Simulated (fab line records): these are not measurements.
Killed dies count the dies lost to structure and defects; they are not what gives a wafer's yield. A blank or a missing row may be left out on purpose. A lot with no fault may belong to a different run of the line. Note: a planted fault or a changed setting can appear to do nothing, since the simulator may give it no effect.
One fault seen from 2 desks :: flow sky130 :: only its own numbers are on each desk; what lay behind them is given at the end

## AT THE TOOL OWNER'S DESK: wet-bench-03
The tool's own readings at SKY_FIELD_ISO_WET_ETCH_28 (etches SiO2 in dHF, target depth 23.7 nm, time 47 s): means of the sampled wafers that have a number, for each lot that ran on this tool. Any lot whose mean is over 4 standard deviations away from the usual mean is out of limits and marked OUT; that distance is given in the brackets.
Columns: A = bath-heat-duty-pct at SKY_FIELD_ISO_WET_ETCH_28, usual 6.6 %; B = temp-c at SKY_FIELD_ISO_WET_ETCH_28, usual 24.98 C
lot: L148
first seen here: day 3 13:20
A: 6.5
B: 24.98

lot: L151
first seen here: day 4 01:30
A: 26.5 (+25) OUT
B: 35.55 (+96) OUT

lot: L153
first seen here: day 4 13:32
A: 26.2 (+24) OUT
B: 35.70 (+97) OUT
This desk's finding: out of limits on L151, L153; first on L151, day 4 01:30 (bath-heat-duty-pct at SKY_FIELD_ISO_WET_ETCH_28). Within limits: L148.

## AT THE METROLOGY DESK
Lot by lot, what the gauges showed, no matter which tool ran the lot: averages of those sampled wafers that carry a number. Any lot whose mean is over 4 standard deviations away from the usual mean is out of limits and marked OUT; that distance is given in the brackets.
Columns: A = FIELD_ISO_OXIDATION_01_THK at SKY_FIELD_ISO_THK_MEAS_23, usual 9.93 nm; B = FIELD_ISO_CVD_24_THK at SKY_FIELD_ISO_THK_MEAS_25, usual 596 nm; C = NWELL_OXIDATION_THK at SKY_NWELL_THK_MEAS_02, usual 9.85 nm; D = DNWELL_TW at SKY_DNWELL_TW_MEAS_09, usual 1125; E = PWDE_OVL at SKY_PWDE_OVL_MEAS_07, usual 1.5 nm; F = PWDE_TW at SKY_PWDE_TW_MEAS_10, usual 378
lot: L144
first seen here: day 2 13:58
A: 10.30
B: 598
C: 9.86
D: 1120
E: 3.5
F: 384

lot: L148
first seen here: day 3 11:21
A: 10.06
B: 600
C: 9.94
D: 1108
E: 3.3
F: 386

lot: L151
first seen here: day 3 22:53
A: 10.23
B: 597
C: 9.97
D: 1115
E: 1.0
F: 385

lot: L153
first seen here: day 4 11:01
A: 9.67
B: 602
C: 9.98
D: 1107
E: 1.4
F: 373

lot: L160
first seen here: day 6 04:53
A: 9.55
B: 599
C: 9.82
D: 1146
E: -0.1
F: 373

lot: L165
first seen here: day 7 00:59
A: 10.05
B: 594
C: 9.76
D: 1146
E: 0.4
F: 382
Result from this desk: across the 6 lots, nothing is out of limits.

## BROUGHT TOGETHER
On L151, L153, at day 4 01:30, an alarm was possible from the tool owner's desk.
At the metrology desk, nothing out of limits was observed.
The metrology desk holds a record of L151, L153, inside its limits.
All the named lots went through SKY_FIELD_ISO_WET_ETCH_28 on wet-bench-03.

## WHAT THE SIMULATOR PUT IN
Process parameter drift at SKY_FIELD_ISO_WET_ETCH_28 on wet-bench-03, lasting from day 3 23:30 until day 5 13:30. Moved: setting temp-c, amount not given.
Shown lots that were struck: L151, L153.
Hours from the fault's start to each desk's first reading out of limits: the tool owner's desk, 2.
